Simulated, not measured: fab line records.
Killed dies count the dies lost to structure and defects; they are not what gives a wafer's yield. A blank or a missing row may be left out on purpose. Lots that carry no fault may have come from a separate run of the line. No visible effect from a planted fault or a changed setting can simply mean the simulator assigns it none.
A lot that was struck, set against a sound lot ; flow sky130 ; 15 out of 708 route steps
Sound: wafers L474.1, L474.2, L474.4. The struck wafers were L481.1, L481.3, L481.5. At the end, the cause is stated.
Order at every step that has rows: each side's tool, ch and its chambers, its first start. Under that, the readings that differ: sound wafers ; struck wafers ; difference of the means ; sigmas: that difference in standard deviations of wafers without a fault.
alike: readings whose means differ by less than 2 such deviations, and words and numbers that are the same on both sides. not compared: withheld readings, readings that some wafer has no value for, bounds like >300 that may hide the same value, and numbers for which the record gives no deviation and whose values overlap.
Wherever a step has rows on one side only, a row that says differs or no value, or a row with sigmas, the two part there. Non-overlapping numbers with no deviation appear without sigmas and do not part them. A reading missing from all wafers of one side parts the sides only when that side holds two or more wafers.

first, 5 steps without rows for these wafers: SKY_VIA4_STRIP_13 (strips in O2/N2); SKY_VIA4_STRIP_14 (strips in post etch residue remover, time 1200 s); SKY_VIA4_CLEAN_15 (cleans in IPA, time 180 s); SKY_VIA4_CLEAN_16 (cleans in O3/DIW); SKY_VIA4_SPUTTER_17 (material TiN, target thk 20 nm, time 80 s).
SKY_VIA4_CVD_18: deposits W, target thk 505 nm, time 152.14 s.
  sound on cvdW-02 ch 0,1, day 42 12:36; struck on cvdW-02 ch 0, day 45 00:51
  alike: heaterPowerOuterW, heaterPowerW
SKY_VIA4_RS_MEAS_19: uses a four-point probe to measure.
  sound on filmMetro-02 at day 42 12:45; struck on filmMetro-04 at day 45 01:00
  alike: VIA4_W_RS
SKY_VIA4_THK_MEAS_20: measures by xrf.
  sound on filmMetro-02 at day 42 12:52; struck on filmMetro-04 at day 45 01:07
  alike: VIA4_W_THK
then, 1 step without rows for these wafers: SKY_VIA4_CMP_21 (polishes, stops on SiO2, t overpolish 25 s, target thk 0 nm).
SKY_METAL5_SPUTTER_00: material Ti, target thk 15 nm, time 10 s.
  sound on pvdSputter-02 at day 42 13:14; struck on pvdSputter-04 at day 45 01:29
  alike: throttleValvePct
SKY_METAL5_SPUTTER_01: material TiN, target thk 20 nm, time 16.7 s.
  sound on pvdSputter-02 at day 42 13:16; struck on pvdSputter-04 at day 45 01:30
  alike: throttleValvePct
SKY_METAL5_SPUTTER_02: material AlCu, target thk 1150 nm, time 61.2 s.
  sound on pvdSputter-02 at day 42 13:17; struck on pvdSputter-04 at day 45 01:32
  alike: throttleValvePct
SKY_METAL5_SPUTTER_03: material Ti, target thk 5 nm, time 3.3 s.
  sound on pvdSputter-02 at day 42 13:20; struck on pvdSputter-04 at day 45 01:35
reading;sound;struck;difference;sigmas
model.Ti_of_METAL5_SPUTTER_03.thkNm (nm);4.918 4.771 4.962;5.312 5.224 5.355;+0.413;
  alike: throttleValvePct
SKY_METAL5_SPUTTER_04: material TiN, target thk 70 nm, time 58.3 s.
  sound on pvdSputter-02 at day 42 13:21; struck on pvdSputter-04 at day 45 01:36
  alike: throttleValvePct
SKY_PAD_OPEN_PROBE_99:
  rows exist in the record for the sound wafers here (prober-01, day 45 09:17), none for the struck ones

## WHERE THEY PART
Only at SKY_PAD_OPEN_PROBE_99, within this record.

WHY: what the simulator had put in
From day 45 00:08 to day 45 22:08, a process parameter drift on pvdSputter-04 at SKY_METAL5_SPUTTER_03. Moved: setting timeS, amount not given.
